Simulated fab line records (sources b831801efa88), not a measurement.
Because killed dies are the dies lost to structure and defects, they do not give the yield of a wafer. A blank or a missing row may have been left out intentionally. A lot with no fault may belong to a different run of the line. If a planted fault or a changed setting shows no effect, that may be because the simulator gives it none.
Struck lot and sound lot, side by side	flow sky130	23 out of 708 route steps
Sound: the wafers L583.2, L583.3, L583.4. Wafers L570.1, L570.4, L570.6 were the ones struck. Last of all comes the cause.
Each step with rows lists, per side, the tool, then ch with its chambers, then its first start. Under that, the readings that differ: sound wafers	struck wafers	difference of the means	sigmas: that difference in standard deviations of wafers without a fault.
alike: words and numbers the same on both sides, and readings whose means are apart by under 2 such deviations; not compared: readings that were withheld, readings missing a value for some wafer, numbers with overlapping values and no deviation given by the record, and bounds like >300 which may hide the same value.
Wherever a step has rows on one side only, a row that says differs or no value, or a row with sigmas, the two part there. Numbers that don't overlap but have no deviation are shown without sigmas and don't part them. A reading missing from all wafers of one side parts the sides only when that side holds two or more wafers.

first, 9 steps without rows for these wafers: SKY_LOCAL_INTERCONNECT_PEB_09; SKY_LOCAL_INTERCONNECT_DEVELOP_10 (develop time 60 s); SKY_LOCAL_INTERCONNECT_ETCH_13 (etches BARC in N2/H2, stops on SiO2, time 45.9 s, target depth 60 nm); SKY_LOCAL_INTERCONNECT_METAL_ETCH_14 (etches TiN in Cl2/BCl3, stops on PSG, target depth 110 nm, time 31.4 s); SKY_LOCAL_INTERCONNECT_STRIP_15 (strips in O2/N2); SKY_LOCAL_INTERCONNECT_STRIP_16 (strips in post etch residue remover, time 1200 s); SKY_LOCAL_INTERCONNECT_CLEAN_17 (cleans in IPA, time 180 s); SKY_LOCAL_INTERCONNECT_CLEAN_18 (cleans in O3/DIW); SKY_CONTACT_CVD_00 (deposits Si3N4, target thk 75 nm).
SKY_CONTACT_HDPCVD_02: deposits SiO2, target thk 565 nm, time 94.2 s.
  sound on hdpcvd-02 ch 1,2, day 36 14:25; struck on hdpcvd-01 ch 0,1,2, day 32 18:42
  no value came back on the struck wafers for pressure-mtorr (mTorr), run-length-s (s); on the sound wafers pressure-mtorr (mTorr) reads 5.985 5.996 6.002
then, 10 steps without rows for these wafers: SKY_CONTACT_CMP_04 (polishes SiO2); SKY_CONTACT_DEHYDRATE_06 (time 60 s); SKY_CONTACT_HMDS_07 (prime time 60 s); SKY_CONTACT_COAT_08 (resist thk 60 nm); SKY_CONTACT_COAT_09 (resist thk 450 nm); SKY_CONTACT_SOFTBAKE_10 (time 90 s); SKY_CONTACT_EXPOSE_11 (exposes mask CTM1, target cd 170 nm); SKY_CONTACT_PEB_12; SKY_CONTACT_DEVELOP_13 (develop time 60 s); SKY_CONTACT_ETCH_16 (etches BARC in N2/H2, stops on SiO2, time 45.9 s, target depth 60 nm).
SKY_CONTACT_ETCH_17: etches SiO2 in C4F8/O2/Ar, stops on Si3N4, target depth 340 nm.
  sound on rie-diel-03 ch 1,3, day 37 15:54; struck on rie-diel-04 ch 2,3, day 33 21:50
reading	sound	struck	difference	sigmas
oes-product-au (a.u.)	0.897 0.893 0.896	0.373 0.374 0.367	-0.524	-99 or more
model.etch.depth-nm (nm)	340.3 340 341.1	0 0 0	-340	
  alike: chamber-pressure-mTorr
then, 1 step without rows for these wafers: SKY_CONTACT_ETCH_18 (etches Si3N4 in CHF3/O2, stops on TiN, time 39 s, target depth 75 nm).
-- the record jumps here: 14 days lie between the struck wafers' starts before and after (it left off in module CONTACT and takes up again in module PAD_OPEN, whose first step shown is number 708 of the route) --
SKY_PAD_OPEN_PROBE_99:
  sound on prober-01, day 50 06:49; struck on prober-02, day 47 16:31
reading	sound	struck	difference	sigmas
killed_at_M0_to_M3	44 46 33	7 5 12	-33	-5
killed-at-contacts	25 27 15	483 486 476	+459	+87
killed-at-front-end	14 8 15	2 0 2	-11	-2
killed-dies	87 86 68	492 492 492	+412	+44
killed-on-rim	21 20 15	96 96 96	+77	+18
killed-open	45 47 39	4 6 11	-37	-5
killed-short	42 39 29	9 3 6	-31	-5
  alike: killed_at_M4_up, killed-at-other

## WHERE THEY PART
At SKY_CONTACT_HDPCVD_02 first; at SKY_PAD_OPEN_PROBE_99 last (within this record only).

WHY: the cause the simulator had injected
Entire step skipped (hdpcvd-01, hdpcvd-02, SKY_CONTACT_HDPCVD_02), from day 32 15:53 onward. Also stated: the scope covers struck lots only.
